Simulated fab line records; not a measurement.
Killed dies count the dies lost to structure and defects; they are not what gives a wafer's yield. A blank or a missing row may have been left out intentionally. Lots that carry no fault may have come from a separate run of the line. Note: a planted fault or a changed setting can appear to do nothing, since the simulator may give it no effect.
Tool commonality check + flow sky130 + 54 wafers sampled across 15 lots

WHY IT WAS OPENED
3 of 15 lots carry a flag on the reading DNWELL_TW at SKY_DNWELL_TW_MEAS_09. Wafers without a fault read 1111, standard deviation 8.6.
Rule: a lot gets a flag if all its wafers with a number sit over 4 standard deviations from that mean, or if no wafer of it has a number. As for the other lots, they are considered sound.

| lot  | measured    | on            | DNWELL_TW, wafer by wafer | flag    |
|------|-------------|---------------|---------------------------|---------|
| L958 | day 3 06:20 | film metro-01 | 1122 1116 1124            |         |
| L959 | day 3 12:55 | film metro-04 | 1123 1122 1121            |         |
| L960 | day 3 20:52 | film metro-02 | 1110 1110 1103            |         |
| L964 | day 4 15:44 | film metro-02 | 1105 1109 1103            |         |
| L965 | day 5 06:35 | film metro-04 | 30 30 30 30 30 30         | FLAGGED |
| L966 | day 5 16:16 | film metro-04 | 30 30 30 30 30 30         | FLAGGED |
| L967 | day 5 17:25 | film metro-02 | 30 30 30 30 30 30         | FLAGGED |
| L970 | day 6 02:07 | film metro-04 | 1103 1105 1106            |         |
| L972 | day 6 18:14 | film metro-01 | 1105 1106 1116            |         |
| L971 | day 6 18:23 | film metro-01 | 1116 1110 1109            |         |
| L976 | day 7 12:24 | film metro-01 | 1112 1112 1113            |         |
| L978 | day 8 00:04 | film metro-01 | 1117 1119 1119            |         |
| L979 | day 8 00:23 | film metro-04 | 1109 1106 1104            |         |
| L980 | day 8 08:22 | film metro-02 | 1107 1103 1100            |         |
| L981 | day 8 08:25 | film metro-01 | 1124 1124 1121            |         |
On average the flagged lots read 30, which is -1081 against the usual, or -99 or more standard deviations.

WHICH TOOL EACH LOT WENT THROUGH
The record keeps 1 process step preceding the reading, out of 708 steps on the route. In each cell: the tool, then ch and the chambers that the sampled wafers went through, then the start.
| lot  | flag    | SKY_DNWELL_EXPOSE_04               |
|------|---------|------------------------------------|
| L958 |         | iline stepper-01 ch 0, day 2 23:16 |
| L959 |         | iline stepper-02 ch 0, day 3 05:13 |
| L960 |         | iline stepper-01 ch 0, day 3 12:50 |
| L964 |         | iline stepper-02 ch 0, day 4 07:34 |
| L965 | FLAGGED | iline stepper-01, day 4 22:23      |
| L966 | FLAGGED | iline stepper-02, day 5 07:56      |
| L967 | FLAGGED | iline stepper-01, day 5 08:14      |
| L970 |         | iline stepper-01 ch 0, day 5 17:32 |
| L972 |         | iline stepper-01 ch 0, day 6 09:26 |
| L971 |         | iline stepper-01 ch 0, day 6 09:37 |
| L976 |         | iline stepper-01 ch 0, day 7 02:37 |
| L978 |         | iline stepper-01 ch 0, day 7 14:03 |
| L979 |         | iline stepper-02 ch 0, day 7 14:15 |
| L980 |         | iline stepper-01 ch 0, day 7 22:05 |
| L981 |         | iline stepper-01 ch 0, day 7 22:13 |
What the steps here do:
- SKY_DNWELL_EXPOSE_04: exposes mask DNM, target cd 3000 nm.
- SKY_DNWELL_TW_MEAS_09

FLAGGED OVER TOTAL, TOOL BY TOOL (the gauges that took the reading come last)
| step                  | tool             | lots run | flagged | share of the flagged lots | sound lots run after its first flagged lot |
|-----------------------|------------------|----------|---------|---------------------------|--------------------------------------------|
| SKY_DNWELL_EXPOSE_04  | iline stepper-01 | 11       | 2       | some                      | 7 (L970,L972,L971,L976,L978,L980,L981)     |
| SKY_DNWELL_EXPOSE_04  | iline stepper-02 | 4        | 1       | some                      | 1 (L979)                                   |
| SKY_DNWELL_TW_MEAS_09 | film metro-01    | 6        | 0       | none                      | -                                          |
| SKY_DNWELL_TW_MEAS_09 | film metro-02    | 4        | 1       | some                      | 1 (L980)                                   |
| SKY_DNWELL_TW_MEAS_09 | film metro-04    | 5        | 2       | some                      | 2 (L970,L979)                              |

WHAT THE TABLE PERMITS
No row of the table ran every flagged lot.

WHAT THE SIMULATOR HAD PUT IN
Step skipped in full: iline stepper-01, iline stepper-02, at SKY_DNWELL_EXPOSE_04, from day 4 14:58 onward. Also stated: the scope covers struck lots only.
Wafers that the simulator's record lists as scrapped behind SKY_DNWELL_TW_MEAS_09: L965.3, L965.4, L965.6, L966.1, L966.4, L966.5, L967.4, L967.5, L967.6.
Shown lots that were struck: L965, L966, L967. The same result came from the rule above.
